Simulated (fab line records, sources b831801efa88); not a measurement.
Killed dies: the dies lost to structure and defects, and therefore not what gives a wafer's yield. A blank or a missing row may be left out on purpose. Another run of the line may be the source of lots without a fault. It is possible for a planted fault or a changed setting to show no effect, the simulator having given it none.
Problem report in the 8D (eight disciplines) form, filled by code | flow sky130 | the parts of the form that need people (team, actions taken, sign-off) are left out

## 1. WHAT IS WRONG
Wafers free of any fault read 1453 (standard deviation 12) for LDD_HVN_TW at SKY_LDD_HVN_TW_MEAS_10, against a mean of 1518 on 6 wafers of 2 lots. That puts it +5.4 standard deviations away from the usual mean.
Seen first at day 26 23:27 on filmMetro-01, wafer L990.1. The record holds 39 wafers of 13 lots with a number at this step. The rule behind "out" and "out of limits": a value lying over 4 standard deviations away from the usual mean. All remaining wafers that have a number are taken as sound.

## 2. WHAT IT IS, AND WHAT IT ISN'T
question                    | is                         | is not
which readings at this step | LDD_HVN_TW                 | -
which lots                  | L989, L990                 | L971, L974, L976, L977, L978, L980, L982, L983, L991, L992, L993
which wafers of those lots  | all that have a number     | -
read on which gauges        | filmMetro-01, filmMetro-03 | filmMetro-02
when                        | from day 26 23:27          | up to then (24 sound wafers); but 9 sound wafers of L991, L992, L993 came after

## 3. WHAT RULES OUT EACH SUSPECT
Counting: a tool at a process step up to the reading stays a suspect if it ran every lot that is out and no sound lot after the first of them.
- the gauge at SKY_LDD_HVN_TW_MEAS_10: ruled out. The wafers that are out were read on 2 gauges (filmMetro-01, filmMetro-03).
- implanter-02 at SKY_LDD_HVN_IMPLANT_08: kept. Every lot that is out went through it, starting with L990 (day 26 23:12), and after that it ran no sound lot; the last sound lot it ran before then is L983 (day 24 19:22). Its own beamEnergyKeV readings are out on those wafers.
After counting, what remains is implanter-02 at SKY_LDD_HVN_IMPLANT_08.

## 4. THE CAUSE (what the simulator had put in)
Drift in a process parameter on implanter-02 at SKY_LDD_HVN_IMPLANT_08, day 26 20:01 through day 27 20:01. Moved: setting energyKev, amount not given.
After counting, this tool was the only one left.

## 5. THE CHAIN OF EFFECTS, in route order
Each row: a reading where the mean over the struck wafers with a number is more than 3 standard deviations away from the usual. Only readings for which the record gives a usual standard deviation are gone through. hours: the time from each lot's start at the first step in this table that gives one to its start at this step, as a median over the lots. sigmas: the change in usual standard deviations.
hours | step                   | reading       | usual  | on struck wafers | change  | sigmas
0     | SKY_LDD_HVN_IMPLANT_08 | beamEnergyKeV | 59.998 | 73.830           | +13.832 | +99 or more
0     | SKY_LDD_HVN_TW_MEAS_10 | LDD_HVN_TW    | 1453   | 1518             | +64     | +5.4
Process steps it contains:
- SKY_LDD_HVN_IMPLANT_08
Later steps that measure or inspect, where all struck wafers having a row at the step show a number for every such reading and not one has moved that far: SKY_POLY_CUT_OVL_MEAS_09.

## 6. HOW IT WOULD HAVE BEEN CAUGHT EARLIER
In this record the first reading out of limits at a measuring or inspecting step was taken at day 26 23:27, 3 hours after the fault began at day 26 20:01.
At SKY_LDD_HVN_IMPLANT_08, the tool's own readings (beamEnergyKeV) were out on each struck wafer the step has a row for, so an alarm limit on them would have fired on the first such wafer.
Among the 2 lots that are out, L989 began SKY_LDD_HVN_IMPLANT_08 on implanter-02 after day 26 23:27. A tool hold placed at that time would have kept it from harm.
